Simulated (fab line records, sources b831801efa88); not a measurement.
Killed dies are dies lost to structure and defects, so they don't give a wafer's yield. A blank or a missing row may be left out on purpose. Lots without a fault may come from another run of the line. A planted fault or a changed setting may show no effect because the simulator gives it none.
Tool commonality check | flow gf180mcu | 13 lots, 39 wafers sampled

WHY IT WAS OPENED
At GF_HV_LDD_RS_MEAS_53 the reading HV_LDD_RS is flagged on 2 of 13 lots. Wafers without a fault read 418.1 ohm/sq, standard deviation 0.88.
Rule: a lot is flagged when every wafer of it that has a number lies more than 4 standard deviations from that mean, or none has a number. The other lots count as sound.

lot  | measured     | on            | HV_LDD_RS (ohm/sq), wafer by wafer | flag
L618 | day 12 15:30 | film_metro-04 | 418.8 418.7 419.2                  |
L619 | day 13 01:59 | film_metro-04 | 419.0 417.7 417.7                  |
L621 | day 13 18:16 | film_metro-01 | 417.9 417.4 417.8                  |
L622 | day 14 12:15 | film_metro-04 | 417.2 417.6 417.5                  |
L627 | day 15 22:20 | film_metro-02 | 417.8 418.2 417.7                  |
L629 | day 16 15:34 | film_metro-02 | 434.5 433.2 435.3                  | FLAGGED
L630 | day 17 03:11 | film_metro-04 | 434.3 434.3 435.5                  | FLAGGED
L631 | day 17 05:21 | film_metro-01 | 419.1 419.8 418.0                  |
L632 | day 17 19:15 | film_metro-04 | 418.5 418.8 418.4                  |
L633 | day 18 04:01 | film_metro-02 | 417.0 417.2 417.6                  |
L637 | day 19 04:19 | film_metro-02 | 416.7 418.6 416.9                  |
L639 | day 20 02:18 | film_metro-02 | 416.6 416.0 416.2                  |
L640 | day 20 08:32 | film_metro-04 | 419.7 418.6 418.4                  |
The numbers of the flagged lots are 434.5 ohm/sq on average: +16.4 ohm/sq against the usual, or +19 standard deviations.

WHICH TOOL RAN EACH LOT
The record holds 1 process step before the reading, out of a route of 602 steps. In each cell: the tool, then ch and the chambers that the sampled wafers went through, then the start.
lot  | flag    | GF_HV_LDD_IMPLANT_09
L618 |         | implanter-03 ch 0, day 10 07:09
L619 |         | implanter-01 ch 0, day 10 16:35
L621 |         | implanter-01 ch 0, day 11 07:15
L622 |         | implanter-04 ch 0, day 11 23:13
L627 |         | implanter-03 ch 0, day 13 06:29
L629 | FLAGGED | implanter-01 ch 0, day 13 23:11
L630 | FLAGGED | implanter-01 ch 0, day 14 05:47
L631 |         | implanter-04 ch 0, day 14 10:08
L632 |         | implanter-03 ch 0, day 14 23:41
L633 |         | implanter-03 ch 0, day 15 06:56
L637 |         | implanter-03 ch 0, day 16 04:14
L639 |         | implanter-03 ch 0, day 17 02:52
L640 |         | implanter-01 ch 0, day 17 06:44
What these steps do:
- GF_HV_LDD_IMPLANT_09
- GF_HV_LDD_RS_MEAS_53: measures by four-point-probe.

FLAGGED OVER TOTAL, TOOL BY TOOL (the gauges that took the reading come last)
step                 | tool          | lots run | flagged | share of the flagged lots | sound lots run after its first flagged lot
GF_HV_LDD_IMPLANT_09 | implanter-01  | 5        | 2       | all                       | 1 (L640)
GF_HV_LDD_IMPLANT_09 | implanter-03  | 6        | 0       | none                      | -
GF_HV_LDD_IMPLANT_09 | implanter-04  | 2        | 0       | none                      | -
GF_HV_LDD_RS_MEAS_53 | film_metro-01 | 2        | 0       | none                      | -
GF_HV_LDD_RS_MEAS_53 | film_metro-02 | 5        | 1       | some                      | 3 (L633,L637,L639)
GF_HV_LDD_RS_MEAS_53 | film_metro-04 | 6        | 1       | some                      | 2 (L632,L640)

WHAT THE TABLE ALLOWS
1 row of the table ran every flagged lot: implanter-01 at GF_HV_LDD_IMPLANT_09.
- implanter-01 at GF_HV_LDD_IMPLANT_09: 2 of its 5 lots flagged. Sound lots ran on it after the first flagged one (L640), which a lasting fault on the whole tool wouldn't allow.
No row of the table ran every flagged lot and no sound lot after the first.

WHAT THE SIMULATOR HAD PUT IN
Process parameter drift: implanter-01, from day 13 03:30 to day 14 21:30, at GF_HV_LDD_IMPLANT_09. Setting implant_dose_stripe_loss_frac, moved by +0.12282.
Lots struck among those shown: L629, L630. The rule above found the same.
